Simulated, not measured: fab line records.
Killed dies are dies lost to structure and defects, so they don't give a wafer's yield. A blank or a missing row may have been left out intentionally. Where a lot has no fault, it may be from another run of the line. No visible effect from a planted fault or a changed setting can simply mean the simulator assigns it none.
A struck lot beside a sound one + flow sky130 + 15 steps out of a route of 708
Sound: the wafers L189.1, L189.2, L189.4. Wafers struck: L201.1, L201.5, L201.6. At the end, the cause is stated.
Each step with rows lists, per side, the tool, then ch with its chambers, then its first start. Under that, the readings that differ: sound wafers + struck wafers + difference of the means + sigmas: that difference in standard deviations of wafers without a fault.
alike: same words and numbers on both sides, and readings whose means sit less than 2 such deviations apart. not compared: any withheld reading, any reading some wafer has no value for, any bound like >300 that may hide the same value, and any number with overlapping values for which the record gives no deviation.
Wherever a step has rows on one side only, a row that says differs or no value, or a row with sigmas, the two part there. Non-overlapping numbers with no deviation appear without sigmas and do not part them. A reading that every wafer of one side lacks parts them only if that side has two wafers or more.

first, 1 step without rows for these wafers: SKY_POLY_GATE_OXIDATION_20 (stabilise 600 s, purge 300 s, target thk 4 nm).
SKY_POLY_GATE_THK_MEAS_21:
  struck on filmMetro-04, day 20 19:59; sound on filmMetro-02, day 15 22:22
  alike: POLY_GATE_OXIDATION_THK
SKY_POLY_GATE_CD_MEAS_22:
  struck on cdSem-02, day 20 20:02; sound on cdSem-02, day 15 22:26
  alike: cdNm
then, 7 steps without rows for these wafers: SKY_LDD_N_DEHYDRATE_00 (time 60 s); SKY_LDD_N_HMDS_01 (prime time 60 s); SKY_LDD_N_COAT_02 (resist thk 300 nm); SKY_LDD_N_SOFTBAKE_03 (time 60 s); SKY_LDD_N_EXPOSE_04 (exposes mask NTM, target cd 840 nm); SKY_LDD_N_PEB_05; SKY_LDD_N_DEVELOP_06 (develop time 60 s).
SKY_LDD_N_OVL_MEAS_07:
  struck on overlay-01, day 22 02:58; sound on overlay-01, day 17 02:37
  alike: LDD_N_OVL
following that, these wafers have no rows for 1 step: SKY_LDD_N_IMPLANT_08.
SKY_LDD_N_IMPLANT_09:
  sound on implanter-02 ch 0, day 17 02:47; struck on implanter-02 ch 0, day 22 03:10
| reading                  | sound                | struck               | difference | sigmas      |
|--------------------------|----------------------|----------------------|------------|-------------|
| beamEnergyKeV            | 19.991 19.993 19.979 | 18.406 18.404 18.411 | -1.581     | -99 or more |
| model.implant.rpNm (nm)  | 16.01 16.01 16.01    | 14.7 14.7 14.7       | -1.3       |             |
| model.implant.drpNm (nm) | 7.212 7.212 7.212    | 6.81 6.81 6.81       | -0.40      |             |
  alike: faradayCurrentUA
then, 2 steps without rows for these wafers: SKY_LDD_N_IMPLANT_10; SKY_PAD_OPEN_PROBE_99.

WHERE THEY PART
SKY_LDD_N_IMPLANT_09 only, going by this record.

WHY: what had been put in by the simulator
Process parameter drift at SKY_LDD_N_IMPLANT_09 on implanter-02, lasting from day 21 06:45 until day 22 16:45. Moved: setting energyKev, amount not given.
